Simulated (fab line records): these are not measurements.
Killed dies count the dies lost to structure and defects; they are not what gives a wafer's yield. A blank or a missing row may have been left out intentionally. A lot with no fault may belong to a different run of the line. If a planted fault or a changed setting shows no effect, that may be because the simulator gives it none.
A lot that was struck, set against a sound lot :: flow sky130 :: 16 steps out of a route of 708
Sound: wafers L977.1, L977.3, L977.6. Wafers L980.1, L980.2, L980.6 were the ones struck. The cause is named last.
For every step that has rows: the tool of each side, followed by ch and its chambers, followed by its first start. Under that, the readings that differ: sound wafers :: struck wafers :: difference of the means :: sigmas: that difference in standard deviations of wafers without a fault.
alike: readings whose means differ by less than 2 such deviations, and words and numbers that are the same on both sides. not compared: withheld readings, readings that some wafer has no value for, bounds like >300 that may hide the same value, and numbers for which the record gives no deviation and whose values overlap.
Wherever a step has rows on one side only, a row that says differs or no value, or a row with sigmas, the two part there. Numbers that have no deviation but don't overlap get no sigmas and don't part them. A reading that every wafer of one side lacks parts them only if that side has two wafers or more.

first, 3 steps without rows for these wafers: SKY_VIA3_EXPOSE_09 (exposes mask VIM3, target cd 200 nm); SKY_VIA3_PEB_10; SKY_VIA3_DEVELOP_11 (develop time 60 s).
SKY_VIA3_CD_MEAS_12: target cd 200 nm.
  sound on cdSem-01 at day 45 05:10; struck on cdSem-02 at day 45 21:41
  alike: cdNm
SKY_VIA3_OVL_MEAS_13:
  sound on overlay-02 at day 45 05:17; struck on overlay-02 at day 45 21:48
  alike: VIA3_OVL
SKY_VIA3_ETCH_14: etches BARC in N2/H2, stops on SiO2, time 45.9 s, target depth 60 nm.
  sound on rieDiel-02 ch 1,3, day 45 05:19; struck on rieDiel-02 ch 0,2, day 45 21:50
  alike: drypumpMotorCurrentA, n2FlowSccm, oesProductAu, throttleValvePct
  not compared: rfHoursCounterH
SKY_VIA3_ETCH_15: etches SiO2 in C4F8/O2/Ar, stops on TiN, target depth 507 nm, time 78 s.
  sound on rieDiel-02 ch 1,3, day 45 05:22; struck on rieDiel-02 ch 0,2, day 45 21:53
  alike: oesProductAu
  not compared: rfHoursCounterH
SKY_VIA3_STRIP_16: strips in O2/N2.
  sound on plasmaAsher-01 ch 0,1, day 45 05:25; struck on plasmaAsher-01 ch 0,1, day 45 21:56
  alike: drypumpMotorCurrentA, n2FlowSccm, oesProductAu, stripTimeToEndpointS
  not compared: rfHoursCounterH
then, 3 steps without rows for these wafers: SKY_VIA3_STRIP_17 (strips in post etch residue remover, time 1200 s); SKY_VIA3_CLEAN_18 (cleans in IPA, time 180 s); SKY_VIA3_CLEAN_19 (cleans in O3/DIW).
SKY_VIA3_SPUTTER_20: material TiN, target thk 20 nm, time 80 s.
  sound on pvdSputter-04 at day 45 06:01; struck on pvdSputter-02 at day 45 22:32
  alike: throttleValvePct
SKY_VIA3_CVD_21: deposits W, target thk 390 nm, time 117.31 s.
  sound on cvdW-02 ch 0,1, day 45 06:05; struck on cvdW-01 ch 0,1, day 45 22:36
reading: chamberPressureTorr (Torr)
sound: 40.16 39.93 40.12
struck: 35.44 35.62 35.51
difference: -4.55
sigmas: -52

reading: model.W_of_VIA3_CVD_21.thkNm (nm)
sound: 385 393.6 392.2
struck: 366.6 370.2 366.7
difference: -22.4
sigmas: 
  alike: heaterPowerOuterW, heaterPowerW
SKY_VIA3_RS_MEAS_22: uses a four-point probe to measure.
  sound on filmMetro-01 at day 45 06:13; struck on filmMetro-03 at day 45 22:43
reading: VIA3_W_RS (ohm/sq)
sound: 0.298 0.291 0.293
struck: 0.313 0.309 0.313
difference: +0.018
sigmas: +4
SKY_VIA3_THK_MEAS_23: measures by xrf.
  sound on filmMetro-01 at day 45 06:20; struck on filmMetro-03 at day 45 22:50
reading: VIA3_W_THK (nm)
sound: 404 415 410
struck: 387 392 387
difference: -21
sigmas: -3
SKY_VIA3_CMP_24: polishes, stops on SiO2, t overpolish 20 s, target thk 0 nm.
  sound on cmp-02 ch 1,3, day 45 06:23; struck on cmp-01 ch 0,3, day 45 22:54
  alike: motorCurrentA

WHERE THEY PART
First at SKY_VIA3_CVD_21; last, within this record, at SKY_VIA3_THK_MEAS_23. Later steps at which nothing parts them and some readings are alike: SKY_VIA3_CMP_24.

WHY: what had been put in by the simulator
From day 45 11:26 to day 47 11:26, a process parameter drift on cvdW-01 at SKY_VIA3_CVD_21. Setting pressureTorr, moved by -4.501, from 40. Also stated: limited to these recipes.
